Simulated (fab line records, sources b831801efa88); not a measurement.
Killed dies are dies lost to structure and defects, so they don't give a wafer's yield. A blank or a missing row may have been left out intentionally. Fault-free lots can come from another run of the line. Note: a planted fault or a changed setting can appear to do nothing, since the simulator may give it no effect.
fab line records ; flow sky130
record lots=24; wafers=72; last_day=50
route steps=708 shown VIA3@574 CAP2M@604 METAL4@632 VIA4@640
lots that met no fault: taken from a fault-free run of the same line
start_h: hours from the record's first day to the start of the lot's first wafer shown ; wait_h: hours elapsed since this lot's preceding step ; " as in the row above ; L1.1+2: a row that stands for several wafers ; - no value, or no start given ; * or withheld: withheld ; < > ~ a bound
route shown NAME@n: NAME is a module with steps in the file, n the number in the route of the first one ; usual: average and standard deviation across the fault-free wafers ; same: alike in all rows ; chamber/n: place in a boat ; sites: per-site readings ; _std_site: standard deviation across them ; _edge_site: mean of outer sites minus mean of inner sites ; radius_mm: for every site, how far away it sits from the centre of the wafer ; mask NAME#n: copy n ; behind: the tool/chamber that last shaped the wafer ; hold: the reason the lot was held/the length of the hold in hours/how it ended ; device: transistor that didn't switch, given as n, p or np ; end of line: the route-end tests of the same wafers ; where a step has no rows: the recipe by itself ; killed: dies that structure and defects cost at the first sort, which is not the same as the wafer's yield ; map: the dies of a wafer, with x for killed, . for not killed, _ for no die there
set.NAME: the setting as run; set.NAME@STEP: as run at that earlier step ; model.NAME: the simulator's own value behind a step, which no gauge read
one table for each step of the route and one row for each wafer, over a sample of lots
services: when a tool's chamber went out of use (start_h, in hours from the record's first day, below 0 if earlier), for how many hours, and the reason
## steps
# step SKY_VIA3_THK_MEAS_01
# recipe reads=SiO2_of_VIA3_HDPCVD_00
# usual VIA3_HDPCVD_THK=1638/18
lot.wafer;tool;chamber;start_h;wait_h;VIA3_HDPCVD_THK[nm]
L076.4;film_metro-03;-;921.28;0.0;1673
L076.5;film_metro-03;-;921.28;0.0;1638
L076.6;film_metro-03;-;921.28;0.0;1652
L075.1;film_metro-04;-;922.10;0.1;1653
L075.5;film_metro-04;-;922.10;0.1;1679
L075.6;film_metro-04;-;922.10;0.1;1654
L074.2;film_metro-03;-;922.83;0.1;1665
L074.3;film_metro-03;-;922.83;0.1;1656
L074.4;film_metro-03;-;922.83;0.1;1646
L077.3;film_metro-03;-;923.70;0.1;1657
L077.5;film_metro-03;-;923.70;0.1;1648
L077.6;film_metro-03;-;923.70;0.1;1633
L078.1;film_metro-02;-;931.81;0.1;1641
L078.2;film_metro-02;-;931.81;0.1;1619
L078.3;film_metro-02;-;931.81;0.1;1622
L079.1;film_metro-02;-;941.15;0.1;1620
L079.3;film_metro-02;-;941.15;0.1;1650
L079.6;film_metro-02;-;941.15;0.1;1614
L080.3;film_metro-02;-;948.18;0.1;1678
L080.4;film_metro-02;-;948.18;0.1;1673
L080.6;film_metro-02;-;948.18;0.1;1657
L081.1;film_metro-04;-;956.88;0.1;1640
L081.3;film_metro-04;-;956.88;0.1;1616
L081.6;film_metro-04;-;956.88;0.1;1615
L082.1;film_metro-04;-;966.08;0.1;1628
L082.4;film_metro-04;-;966.08;0.1;1613
L082.5;film_metro-04;-;966.08;0.1;1665
L083.4;film_metro-02;-;971.45;0.0;1620
L083.5;film_metro-02;-;971.45;0.0;1596
L083.6;film_metro-02;-;971.45;0.0;1628
L084.3;film_metro-03;-;979.33;0.1;1624
L084.4;film_metro-03;-;979.33;0.1;1618
L084.5;film_metro-03;-;979.33;0.1;1661
L085.2;film_metro-04;-;979.42;0.1;1650
L085.4;film_metro-04;-;979.42;0.1;1648
L085.6;film_metro-04;-;979.42;0.1;1621
L086.2;film_metro-04;-;990.83;0.1;1639
L086.3;film_metro-04;-;990.83;0.1;1617
L086.6;film_metro-04;-;990.83;0.1;1621
L087.2;film_metro-04;-;999.59;0.1;1646
L087.3;film_metro-04;-;999.59;0.1;1618
L087.5;film_metro-04;-;999.59;0.1;1642
L088.4;film_metro-03;-;1007.06;0.0;1645
L088.5;film_metro-03;-;1007.06;0.0;1640
L088.6;film_metro-03;-;1007.06;0.0;1620
L089.1;film_metro-02;-;1011.36;0.1;1654
L089.3;film_metro-02;-;1011.36;0.1;1677
L089.4;film_metro-02;-;1011.36;0.1;1651
L090.1;film_metro-03;-;1014.11;0.1;1629
L090.2;film_metro-03;-;1014.11;0.1;1646
L090.5;film_metro-03;-;1014.11;0.1;1622
L093.1;film_metro-04;-;1049.72;0.1;1607
L093.3;film_metro-04;-;1049.72;0.1;1628
L093.5;film_metro-04;-;1049.72;0.1;1633
L094.2;film_metro-03;-;1051.31;0.1;1637
L094.4;film_metro-03;-;1051.31;0.1;1622
L094.6;film_metro-03;-;1051.31;0.1;1598
L091.1;film_metro-02;-;1051.92;0.1;1644
L091.2;film_metro-02;-;1051.92;0.1;1638
L091.3;film_metro-02;-;1051.92;0.1;1662
L095.2;film_metro-04;-;1053.18;0.1;1641
L095.4;film_metro-04;-;1053.18;0.1;1659
L095.6;film_metro-04;-;1053.18;0.1;1645
L092.2;film_metro-03;-;1055.08;0.1;1643
L092.3;film_metro-03;-;1055.08;0.1;1648
L092.5;film_metro-03;-;1055.08;0.1;1626
L096.1;film_metro-04;-;1055.61;0.1;1623
L096.4;film_metro-04;-;1055.61;0.1;1630
L096.5;film_metro-04;-;1055.61;0.1;1643
L097.1;film_metro-02;-;1060.16;0.1;1633
L097.2;film_metro-02;-;1060.16;0.1;1614
L097.4;film_metro-02;-;1060.16;0.1;1611
# step SKY_CAP2M_THK_MEAS_01
# recipe reads=SiO2_of_CAP2M_CVD_00
# usual CAP2M_CVD_00_THK=15.5/0.34
lot.wafer;tool;chamber;start_h;wait_h;CAP2M_CVD_00_THK[nm]
L076.4;film_metro-02;-;948.45;-;15.8
L076.5;film_metro-02;-;948.45;-;15.5
L076.6;film_metro-02;-;948.45;-;15.8
L075.1;film_metro-02;-;949.18;-;14.7
L075.5;film_metro-02;-;949.18;-;15.0
L075.6;film_metro-02;-;949.18;-;15.2
L074.2;film_metro-01;-;950.15;-;15.4
L074.3;film_metro-01;-;950.15;-;15.6
L074.4;film_metro-01;-;950.15;-;16.1
L077.3;film_metro-01;-;950.85;-;15.6
L077.5;film_metro-01;-;950.85;-;15.7
L077.6;film_metro-01;-;950.85;-;16.0
L078.1;film_metro-01;-;958.75;-;15.6
L078.2;film_metro-01;-;958.75;-;15.6
L078.3;film_metro-01;-;958.75;-;15.2
L079.1;film_metro-02;-;967.79;-;15.2
L079.3;film_metro-02;-;967.79;-;15.9
L079.6;film_metro-02;-;967.79;-;16.0
L080.3;film_metro-01;-;974.64;-;15.5
L080.4;film_metro-01;-;974.64;-;15.5
L080.6;film_metro-01;-;974.64;-;16.0
L081.1;film_metro-04;-;983.31;-;15.1
L081.3;film_metro-04;-;983.31;-;15.5
L081.6;film_metro-04;-;983.31;-;15.9
L082.1;film_metro-01;-;992.11;-;15.7
L082.4;film_metro-01;-;992.11;-;15.8
L082.5;film_metro-01;-;992.11;-;15.7
L083.4;film_metro-04;-;998.37;-;16.1
L083.5;film_metro-04;-;998.37;-;15.8
L083.6;film_metro-04;-;998.37;-;15.9
L084.3;film_metro-04;-;1005.46;-;15.9
L084.4;film_metro-04;-;1005.46;-;15.6
L084.5;film_metro-04;-;1005.46;-;15.9
L085.2;film_metro-01;-;1005.73;-;15.3
L085.4;film_metro-01;-;1005.73;-;15.3
L085.6;film_metro-01;-;1005.73;-;15.2
L086.2;film_metro-04;-;1016.77;-;15.6
L086.3;film_metro-04;-;1016.77;-;14.9
L086.6;film_metro-04;-;1016.77;-;15.8
L087.2;film_metro-04;-;1024.68;-;16.0
L087.3;film_metro-04;-;1024.68;-;15.5
L087.5;film_metro-04;-;1024.68;-;15.6
L088.4;film_metro-02;-;1032.04;-;15.6
L088.5;film_metro-02;-;1032.04;-;15.1
L088.6;film_metro-02;-;1032.04;-;15.7
L089.1;film_metro-01;-;1035.80;-;15.6
L089.3;film_metro-01;-;1035.80;-;15.3
L089.4;film_metro-01;-;1035.80;-;16.3
L090.1;film_metro-02;-;1045.34;-;15.0
L090.2;film_metro-02;-;1045.34;-;15.1
L090.5;film_metro-02;-;1045.34;-;15.4
L093.1;film_metro-04;-;1073.24;-;15.2
L093.3;film_metro-04;-;1073.24;-;15.1
L093.5;film_metro-04;-;1073.24;-;15.7
L094.2;film_metro-04;-;1075.63;-;15.5
L094.4;film_metro-04;-;1075.63;-;15.6
L094.6;film_metro-04;-;1075.63;-;16.0
L091.1;film_metro-01;-;1075.70;-;15.1
L091.2;film_metro-01;-;1075.70;-;15.5
L091.3;film_metro-01;-;1075.70;-;15.0
L095.2;film_metro-01;-;1077.21;-;15.1
L095.4;film_metro-01;-;1077.21;-;15.8
L095.6;film_metro-01;-;1077.21;-;15.5
L092.2;film_metro-04;-;1078.55;-;15.5
L092.3;film_metro-04;-;1078.55;-;15.0
L092.5;film_metro-04;-;1078.55;-;15.2
L096.1;film_metro-04;-;1079.67;-;15.6
L096.4;film_metro-04;-;1079.67;-;16.3
L096.5;film_metro-04;-;1079.67;-;15.9
L097.1;film_metro-02;-;1083.32;-;15.3
L097.2;film_metro-02;-;1083.32;-;15.3
L097.4;film_metro-02;-;1083.32;-;15.6
# step SKY_CAP2M_SPUTTER_02
# recipe material=TiN; target_thk_nm=200; temp_c=300; power_w=6500; time_s=166.7; chamber_pressure_pa=0.4
# usual chamber_pressure_pa=0.4000/0.0009; throttle_valve_pct=30.4/1.5
lot.wafer;tool;chamber;start_h;wait_h;chamber_pressure_pa;throttle_valve_pct
L076.4;pvd_sputter-01;-;948.48;0.0;0.3987;33.2
L076.5;pvd_sputter-01;-;948.48;0.0;0.4007;29.4
L076.6;pvd_sputter-01;-;948.48;0.0;0.4012;33.1
L075.1;pvd_sputter-04;-;949.24;0.1;0.4001;29.5
L075.5;pvd_sputter-04;-;949.24;0.1;0.3992;30.4
L075.6;pvd_sputter-04;-;949.24;0.1;0.4003;28.0
L074.2;pvd_sputter-02;-;950.20;0.0;0.3990;30.4
L074.3;pvd_sputter-02;-;950.20;0.0;0.3993;30.7
L074.4;pvd_sputter-02;-;950.20;0.0;0.3997;30.5
L077.3;pvd_sputter-01;-;950.89;0.0;0.4003;31.5
L077.5;pvd_sputter-01;-;950.89;0.0;0.4000;33.0
L077.6;pvd_sputter-01;-;950.89;0.0;0.4002;31.6
L078.1;pvd_sputter-04;-;958.81;0.1;0.3996;31.1
L078.2;pvd_sputter-04;-;958.81;0.1;0.4005;29.4
L078.3;pvd_sputter-04;-;958.81;0.1;0.4004;30.1
L079.1;pvd_sputter-04;-;967.85;0.1;0.4002;30.1
L079.3;pvd_sputter-04;-;967.85;0.1;0.3984;28.0
L079.6;pvd_sputter-04;-;967.85;0.1;0.3989;28.2
L080.3;pvd_sputter-01;-;974.68;0.0;0.3998;31.4
L080.4;pvd_sputter-01;-;974.68;0.0;0.4007;29.5
L080.6;pvd_sputter-01;-;974.68;0.0;0.4006;29.3
L081.1;pvd_sputter-04;-;983.37;0.1;0.3999;29.8
L081.3;pvd_sputter-04;-;983.37;0.1;0.4008;31.4
L081.6;pvd_sputter-04;-;983.37;0.1;0.3982;28.2
L082.1;pvd_sputter-04;-;992.17;0.1;0.3983;29.9
L082.4;pvd_sputter-04;-;992.17;0.1;0.4013;28.0
L082.5;pvd_sputter-04;-;992.17;0.1;0.4010;30.3
L083.4;pvd_sputter-04;-;998.46;0.1;0.4002;30.1
L083.5;pvd_sputter-04;-;998.46;0.1;0.3987;28.1
L083.6;pvd_sputter-04;-;998.46;0.1;0.4013;29.7
L084.3;pvd_sputter-01;-;1005.50;0.0;0.3999;33.1
L084.4;pvd_sputter-01;-;1005.50;0.0;0.3989;33.1
L084.5;pvd_sputter-01;-;1005.50;0.0;0.3997;29.3
L085.2;pvd_sputter-02;-;1005.78;0.0;0.3999;30.3
L085.4;pvd_sputter-02;-;1005.78;0.0;0.3994;30.9
L085.6;pvd_sputter-02;-;1005.78;0.0;0.3999;30.3
L086.2;pvd_sputter-04;-;1016.82;0.0;0.4007;27.9
L086.3;pvd_sputter-04;-;1016.82;0.0;0.3996;29.8
L086.6;pvd_sputter-04;-;1016.82;0.0;0.3986;30.0
L087.2;pvd_sputter-04;-;1024.73;0.0;0.4006;28.2
L087.3;pvd_sputter-04;-;1024.73;0.0;0.4008;29.4
L087.5;pvd_sputter-04;-;1024.73;0.0;0.3998;30.3
L088.4;pvd_sputter-02;-;1032.13;0.1;0.3998;30.0
L088.5;pvd_sputter-02;-;1032.13;0.1;0.4000;31.1
L088.6;pvd_sputter-02;-;1032.13;0.1;0.4004;30.2
L089.1;pvd_sputter-01;-;1035.86;0.1;0.3994;29.4
L089.3;pvd_sputter-01;-;1035.86;0.1;0.4022;33.1
L089.4;pvd_sputter-01;-;1035.86;0.1;0.3997;29.3
L090.1;pvd_sputter-02;-;1045.40;0.1;0.3987;30.4
L090.2;pvd_sputter-02;-;1045.40;0.1;0.4001;31.1
L090.5;pvd_sputter-02;-;1045.40;0.1;0.3999;30.3
L093.1;pvd_sputter-04;-;1073.30;0.1;0.4003;28.0
L093.3;pvd_sputter-04;-;1073.30;0.1;0.4019;30.2
L093.5;pvd_sputter-04;-;1073.30;0.1;0.4007;29.9
L094.2;pvd_sputter-04;-;1075.68;0.0;0.3999;31.3
L094.4;pvd_sputter-04;-;1075.68;0.0;0.3995;27.9
L094.6;pvd_sputter-04;-;1075.68;0.0;0.3985;30.1
L091.1;pvd_sputter-01;-;1075.76;0.1;0.4006;33.1
L091.2;pvd_sputter-01;-;1075.76;0.1;0.3994;33.3
L091.3;pvd_sputter-01;-;1075.76;0.1;0.3999;31.5
L095.2;pvd_sputter-01;-;1077.26;0.0;0.3998;29.6
L095.4;pvd_sputter-01;-;1077.26;0.0;0.3992;31.4
L095.6;pvd_sputter-01;-;1077.26;0.0;0.3994;33.0
L092.2;pvd_sputter-04;-;1078.60;0.0;0.3994;28.5
L092.3;pvd_sputter-04;-;1078.60;0.0;0.3999;30.9
L092.5;pvd_sputter-04;-;1078.60;0.0;0.4012;29.9
L096.1;pvd_sputter-04;-;1079.73;0.1;0.3997;31.2
L096.4;pvd_sputter-04;-;1079.73;0.1;0.3994;29.9
L096.5;pvd_sputter-04;-;1079.73;0.1;0.3985;27.9
L097.1;pvd_sputter-04;-;1083.38;0.1;0.3992;31.4
L097.2;pvd_sputter-04;-;1083.38;0.1;0.3990;30.2
L097.4;pvd_sputter-04;-;1083.38;0.1;0.3998;31.1
# step SKY_METAL4_ETCH_16
# recipe chemistry=N2/H2; target=BARC; ion_energy_ev=200; bias_w=100; pressure_mtorr=30; n2_flow_sccm=100; h2_flow_sccm=200; icp_w=500; stop_on=SiO2; time_s=88.2; target_depth_a=600
# usual chamber_pressure_mTorr=30.00/0.033; drypump_motor_current_A=5.7/0.46; oes_product_au=0.626/0.0042; throttle_valve_pct=13.205/0.0089
lot.wafer;tool;chamber;start_h;wait_h;chamber_pressure_mTorr;drypump_motor_current_A;oes_product_au;rf_hours_counter_h;throttle_valve_pct
L076.4;rie_metal-03;1;998.64;0.0;30.03;5.3;0.636;-;13.200
L076.5;rie_metal-03;1;998.64;0.0;30.02;5.3;0.628;-;13.202
L076.6;rie_metal-03;0;998.64;0.0;30.05;5.0;0.630;-;13.203
L075.1;rie_metal-04;0;999.58;0.0;29.95;6.0;0.620;18;13.189
L075.5;rie_metal-04;1;999.58;0.0;30.01;5.9;0.629;-;13.202
L075.6;rie_metal-04;0;999.58;0.0;29.99;6.1;0.623;-;13.222
L074.2;rie_metal-04;0;1000.40;0.0;30.00;6.0;0.626;18;13.215
L074.3;rie_metal-04;0;1000.40;0.0;29.98;6.1;0.633;-;13.216
L074.4;rie_metal-04;1;1000.40;0.0;30.02;5.9;0.632;-;13.186
L077.3;rie_metal-03;1;1000.94;0.0;29.98;5.3;0.628;-;13.203
L077.5;rie_metal-03;0;1000.94;0.0;29.99;5.0;0.628;-;13.200
L077.6;rie_metal-03;1;1000.94;0.0;30.01;5.3;0.627;-;13.215
L078.1;rie_metal-01;1;1008.38;0.1;30.00;6.3;0.623;11;13.209
L078.2;rie_metal-01;1;1008.38;0.1;30.00;6.3;0.623;-;13.193
L078.3;rie_metal-01;1;1008.38;0.1;30.01;6.3;0.623;-;13.196
L079.1;rie_metal-01;0;1016.70;0.0;30.03;5.9;0.624;3;13.196
L079.3;rie_metal-01;1;1016.70;0.0;30.04;6.3;0.625;-;13.209
L079.6;rie_metal-01;1;1016.70;0.0;30.05;6.3;0.627;-;13.212
L080.3;rie_metal-04;0;1023.17;0.0;30.03;6.1;0.625;-;13.216
L080.4;rie_metal-04;1;1023.17;0.0;29.97;5.9;0.631;-;13.206
L080.6;rie_metal-04;0;1023.17;0.0;30.06;6.0;0.628;-;13.213
L081.1;rie_metal-03;0;1031.78;0.0;29.98;5.0;0.627;7;13.198
L081.3;rie_metal-03;0;1031.78;0.0;29.97;5.0;0.627;-;13.199
L081.6;rie_metal-03;1;1031.78;0.0;29.94;5.2;0.618;-;13.204
L082.1;rie_metal-01;0;1037.88;0.0;30.00;5.9;0.630;4;13.205
L082.4;rie_metal-01;1;1037.88;0.0;29.95;6.3;0.632;-;13.208
L082.5;rie_metal-01;1;1037.88;0.0;30.01;6.3;0.626;-;13.192
L083.4;rie_metal-01;1;1045.67;0.0;29.96;6.3;0.623;-;13.196
L083.5;rie_metal-01;0;1045.67;0.0;29.98;5.9;0.630;-;13.200
L083.6;rie_metal-01;1;1045.67;0.0;29.93;6.3;0.624;-;13.197
L084.3;rie_metal-03;1;1049.39;0.0;30.02;5.3;0.623;-;13.199
L084.4;rie_metal-03;0;1049.39;0.0;30.00;5.0;0.623;-;13.214
L084.5;rie_metal-03;0;1049.39;0.0;29.98;5.0;0.629;-;13.216
L085.2;rie_metal-01;0;1049.71;0.0;30.01;5.9;0.635;5;13.206
L085.4;rie_metal-01;1;1049.71;0.0;30.01;6.3;0.629;-;13.210
L085.6;rie_metal-01;0;1049.71;0.0;30.00;5.9;0.621;-;13.193
L086.2;rie_metal-03;0;1059.63;0.0;30.02;5.0;0.621;9;13.201
L086.3;rie_metal-03;0;1059.63;0.0;30.04;5.0;0.623;-;13.185
L086.6;rie_metal-03;0;1059.63;0.0;29.97;5.0;0.626;-;13.208
L087.2;rie_metal-04;0;1068.80;0.0;29.98;6.1;0.625;23;13.210
L087.3;rie_metal-04;1;1068.80;0.0;29.99;5.9;0.623;-;13.196
L087.5;rie_metal-04;1;1068.80;0.0;29.99;5.9;0.620;-;13.201
L088.4;rie_metal-04;0;1073.67;0.0;29.98;6.1;0.621;-;13.197
L088.5;rie_metal-04;1;1073.67;0.0;29.96;5.9;0.629;-;13.195
L088.6;rie_metal-04;0;1073.67;0.0;30.02;6.1;0.627;-;13.209
L089.1;rie_metal-04;1;1078.86;0.0;30.02;5.9;0.625;10;13.208
L089.3;rie_metal-04;1;1078.86;0.0;29.99;5.9;0.626;-;13.196
L089.4;rie_metal-04;0;1078.86;0.0;30.03;6.1;0.627;-;13.203
L090.1;rie_metal-03;1;1088.25;0.0;30.01;5.2;0.623;14;13.194
L090.2;rie_metal-03;0;1088.25;0.0;30.03;5.0;0.630;11;13.205
L090.5;rie_metal-03;0;1088.25;0.0;30.03;5.0;0.626;-;13.211
L093.1;rie_metal-01;1;1115.51;0.0;30.00;6.3;0.629;18;13.202
L093.3;rie_metal-01;1;1115.51;0.0;29.98;6.3;0.627;-;13.187
L093.5;rie_metal-01;1;1115.51;0.0;30.01;6.3;0.624;-;13.207
L094.2;rie_metal-01;1;1118.16;0.0;30.01;6.3;0.622;19;13.198
L094.4;rie_metal-01;0;1118.16;0.0;30.02;5.9;0.619;-;13.201
L094.6;rie_metal-01;1;1118.16;0.0;29.97;6.3;0.620;-;13.220
L091.1;rie_metal-01;1;1118.51;0.0;29.96;6.3;0.627;19;13.219
L091.2;rie_metal-01;0;1118.51;0.0;30.05;5.9;0.626;10;13.208
L091.3;rie_metal-01;0;1118.51;0.0;29.99;5.9;0.626;-;13.192
L095.2;rie_metal-03;0;1119.75;0.0;29.99;5.0;0.631;14;13.205
L095.4;rie_metal-03;1;1119.75;0.0;30.01;5.3;0.625;-;13.207
L095.6;rie_metal-03;1;1119.75;0.0;29.99;5.3;0.626;-;13.192
L092.2;rie_metal-03;1;1121.10;0.0;29.98;5.3;0.627;18;13.212
L092.3;rie_metal-03;1;1121.10;0.0;29.97;5.3;0.632;-;13.206
L092.5;rie_metal-03;1;1121.10;0.0;30.03;5.3;0.621;-;13.198
L096.1;rie_metal-04;0;1121.45;0.0;30.02;6.1;0.617;27;13.206
L096.4;rie_metal-04;1;1121.45;0.0;29.98;5.9;0.630;-;13.210
L096.5;rie_metal-04;0;1121.45;0.0;29.99;6.1;0.625;-;13.202
L097.1;rie_metal-01;1;1124.43;0.0;30.04;6.3;0.632;20;13.197
L097.2;rie_metal-01;0;1124.43;0.0;29.97;5.9;0.625;11;13.201
L097.4;rie_metal-01;0;1124.43;0.0;30.00;5.9;0.632;-;13.211
# step SKY_VIA4_THK_MEAS_01
# recipe reads=SiO2_of_VIA4_HDPCVD_00
# usual VIA4_HDPCVD_THK=1757/21
lot.wafer;tool;chamber;start_h;wait_h;VIA4_HDPCVD_THK[nm]
L076.4;film_metro-01;-;999.76;0.0;1803
L076.5;film_metro-01;-;999.76;0.0;1771
L076.6;film_metro-01;-;999.76;0.0;1774
L075.1;film_metro-02;-;1000.69;0.1;1739
L075.5;film_metro-02;-;1000.69;0.1;1748
L075.6;film_metro-02;-;1000.69;0.1;1745
L074.2;film_metro-01;-;1001.48;0.1;1753
L074.3;film_metro-01;-;1001.48;0.1;1771
L074.4;film_metro-01;-;1001.48;0.1;1760
L077.3;film_metro-03;-;1002.00;0.1;1732
L077.5;film_metro-03;-;1002.00;0.1;1756
L077.6;film_metro-03;-;1002.00;0.1;1742
L078.1;film_metro-02;-;1009.59;0.1;1788
L078.2;film_metro-02;-;1009.59;0.1;1791
L078.3;film_metro-02;-;1009.59;0.1;1780
L079.1;film_metro-01;-;1017.77;0.1;1734
L079.3;film_metro-01;-;1017.77;0.1;1744
L079.6;film_metro-01;-;1017.77;0.1;1740
L080.3;film_metro-01;-;1024.22;0.1;1764
L080.4;film_metro-01;-;1024.22;0.1;1761
L080.6;film_metro-01;-;1024.22;0.1;1761
L081.1;film_metro-03;-;1032.85;0.1;1781
L081.3;film_metro-03;-;1032.85;0.1;1789
L081.6;film_metro-03;-;1032.85;0.1;1769
L082.1;film_metro-01;-;1038.95;0.1;1753
L082.4;film_metro-01;-;1038.95;0.1;1744
L082.5;film_metro-01;-;1038.95;0.1;1740
L083.4;film_metro-02;-;1046.76;0.0;1767
L083.5;film_metro-02;-;1046.76;0.0;1739
L083.6;film_metro-02;-;1046.76;0.0;1720
L084.3;film_metro-03;-;1050.50;0.1;1712
L084.4;film_metro-03;-;1050.50;0.1;1697
L084.5;film_metro-03;-;1050.50;0.1;1724
L085.2;film_metro-02;-;1050.83;0.1;1744
L085.4;film_metro-02;-;1050.83;0.1;1778
L085.6;film_metro-02;-;1050.83;0.1;1752
L086.2;film_metro-01;-;1060.71;0.1;1737
L086.3;film_metro-01;-;1060.71;0.1;1764
L086.6;film_metro-01;-;1060.71;0.1;1756
L087.2;film_metro-01;-;1069.92;0.1;1771
L087.3;film_metro-01;-;1069.92;0.1;1779
L087.5;film_metro-01;-;1069.92;0.1;1779
L088.4;film_metro-01;-;1074.82;0.0;1785
L088.5;film_metro-01;-;1074.82;0.0;1758
L088.6;film_metro-01;-;1074.82;0.0;1740
L089.1;film_metro-03;-;1079.99;0.1;1748
L089.3;film_metro-03;-;1079.99;0.1;1743
L089.4;film_metro-03;-;1079.99;0.1;1744
L090.1;film_metro-01;-;1089.66;0.1;1750
L090.2;film_metro-01;-;1089.66;0.1;1775
L090.5;film_metro-01;-;1089.66;0.1;1751
L093.1;film_metro-03;-;1116.58;0.1;1775
L093.3;film_metro-03;-;1116.58;0.1;1788
L093.5;film_metro-03;-;1116.58;0.1;1777
L094.2;film_metro-01;-;1119.29;0.1;1746
L094.4;film_metro-01;-;1119.29;0.1;1763
L094.6;film_metro-01;-;1119.29;0.1;1744
L091.1;film_metro-02;-;1119.91;0.1;1765
L091.2;film_metro-02;-;1119.91;0.1;1760
L091.3;film_metro-02;-;1119.91;0.1;1798
L095.2;film_metro-02;-;1120.87;0.1;1759
L095.4;film_metro-02;-;1120.87;0.1;1726
L095.6;film_metro-02;-;1120.87;0.1;1763
L092.2;film_metro-01;-;1122.18;0.1;1741
L092.3;film_metro-01;-;1122.18;0.1;1773
L092.5;film_metro-01;-;1122.18;0.1;1720
L096.1;film_metro-01;-;1122.52;0.1;1759
L096.4;film_metro-01;-;1122.52;0.1;1766
L096.5;film_metro-01;-;1122.52;0.1;1722
L097.1;film_metro-03;-;1125.51;0.1;1737
L097.2;film_metro-03;-;1125.51;0.1;1730
L097.4;film_metro-03;-;1125.51;0.1;1766
# step SKY_VIA4_BOW_MEAS_03
# recipe mode=bow
# usual VIA4_BOW=81/7
lot.wafer;tool;chamber;start_h;wait_h;VIA4_BOW[um]
L076.4;film_metro-01;-;1000.15;0.2;81
L076.5;film_metro-01;-;1000.15;0.2;79
L076.6;film_metro-01;-;1000.15;0.2;77
L075.1;film_metro-01;-;1001.05;0.1;85
L075.5;film_metro-01;-;1001.05;0.1;81
L075.6;film_metro-01;-;1001.05;0.1;87
L074.2;film_metro-02;-;1001.85;0.2;82
L074.3;film_metro-02;-;1001.85;0.2;88
L074.4;film_metro-02;-;1001.85;0.2;88
L077.3;film_metro-02;-;1002.38;0.1;93
L077.5;film_metro-02;-;1002.38;0.1;75
L077.6;film_metro-02;-;1002.38;0.1;90
L078.1;film_metro-02;-;1009.95;0.2;84
L078.2;film_metro-02;-;1009.95;0.2;77
L078.3;film_metro-02;-;1009.95;0.2;80
L079.1;film_metro-03;-;1018.13;0.1;74
L079.3;film_metro-03;-;1018.13;0.1;62
L079.6;film_metro-03;-;1018.13;0.1;78
L080.3;film_metro-01;-;1024.60;0.2;83
L080.4;film_metro-01;-;1024.60;0.2;81
L080.6;film_metro-01;-;1024.60;0.2;79
L081.1;film_metro-02;-;1033.40;0.1;76
L081.3;film_metro-02;-;1033.40;0.1;80
L081.6;film_metro-02;-;1033.40;0.1;85
L082.1;film_metro-02;-;1045.77;0.1;94
L082.4;film_metro-02;-;1045.77;0.1;69
L082.5;film_metro-02;-;1045.77;0.1;86
L083.4;film_metro-03;-;1048.53;0.3;90
L083.5;film_metro-03;-;1048.53;0.3;73
L083.6;film_metro-03;-;1048.53;0.3;71
L084.3;film_metro-01;-;1050.90;0.3;78
L084.4;film_metro-01;-;1050.90;0.3;82
L084.5;film_metro-01;-;1050.90;0.3;71
L085.2;film_metro-02;-;1051.24;0.3;87
L085.4;film_metro-02;-;1051.24;0.3;90
L085.6;film_metro-02;-;1051.24;0.3;79
L086.2;film_metro-01;-;1061.08;0.2;90
L086.3;film_metro-01;-;1061.08;0.2;76
L086.6;film_metro-01;-;1061.08;0.2;79
L087.2;film_metro-03;-;1070.29;0.2;80
L087.3;film_metro-03;-;1070.29;0.2;72
L087.5;film_metro-03;-;1070.29;0.2;69
L088.4;film_metro-01;-;1075.29;0.3;84
L088.5;film_metro-01;-;1075.29;0.3;74
L088.6;film_metro-01;-;1075.29;0.3;82
L089.1;film_metro-01;-;1080.35;0.1;77
L089.3;film_metro-01;-;1080.35;0.1;77
L089.4;film_metro-01;-;1080.35;0.1;80
L090.1;film_metro-02;-;1090.02;0.1;88
L090.2;film_metro-02;-;1090.02;0.1;84
L090.5;film_metro-02;-;1090.02;0.1;72
L093.1;film_metro-01;-;1116.94;0.2;84
L093.3;film_metro-01;-;1116.94;0.2;77
L093.5;film_metro-01;-;1116.94;0.2;87
L094.2;film_metro-01;-;1119.94;0.3;86
L094.4;film_metro-01;-;1119.94;0.3;80
L094.6;film_metro-01;-;1119.94;0.3;74
L091.1;film_metro-01;-;1120.27;0.1;93
L091.2;film_metro-01;-;1120.27;0.1;77
L091.3;film_metro-01;-;1120.27;0.1;83
L095.2;film_metro-03;-;1121.24;0.3;74
L095.4;film_metro-03;-;1121.24;0.3;87
L095.6;film_metro-03;-;1121.24;0.3;73
L092.2;film_metro-03;-;1122.55;0.3;75
L092.3;film_metro-03;-;1122.55;0.3;75
L092.5;film_metro-03;-;1122.55;0.3;57
L096.1;film_metro-02;-;1122.88;0.1;94
L096.4;film_metro-02;-;1122.88;0.1;89
L096.5;film_metro-02;-;1122.88;0.1;91
L097.1;film_metro-02;-;1125.87;0.2;76
L097.2;film_metro-02;-;1125.87;0.2;87
L097.4;film_metro-02;-;1125.87;0.2;89
## services
tool;chamber;start_h;hours;kind
rie_metal-01;0;930.84;-;clean
rie_metal-01;0;930.84;23.8;scheduled_down
rie_metal-01;0;930.84;23.8;vent_cycle
pvd_sputter-02;-;956.01;14.5;repair
pvd_sputter-02;-;963.60;5.1;repair
rie_metal-03;-;966.93;0.8;repair
rie_metal-04;-;981.00;0.5;repair
pvd_sputter-02;-;989.07;8.4;repair
pvd_sputter-04;0;989.63;-;consumable_replace:kit
pvd_sputter-04;0;989.63;18.0;scheduled_down
pvd_sputter-04;0;989.63;18.0;vent_cycle
rie_metal-01;0;996.18;1.5;repair
rie_metal-01;0;1008.00;4.2;repair
pvd_sputter-01;1;1028.75;-;consumable_replace:kit
pvd_sputter-01;1;1028.75;18.0;scheduled_down
rie_metal-04;1;1041.60;2.9;repair
pvd_sputter-01;-;1043.03;21.2;repair
pvd_sputter-04;-;1044.65;2.2;repair
pvd_sputter-02;-;1067.07;2.8;repair
pvd_sputter-04;3;1069.95;-;consumable_replace:kit
pvd_sputter-04;3;1069.95;18.0;scheduled_down
pvd_sputter-04;3;1069.95;18.0;vent_cycle
pvd_sputter-01;-;1093.10;6.4;repair
pvd_sputter-01;-;1117.76;3.9;repair
## key
fault none
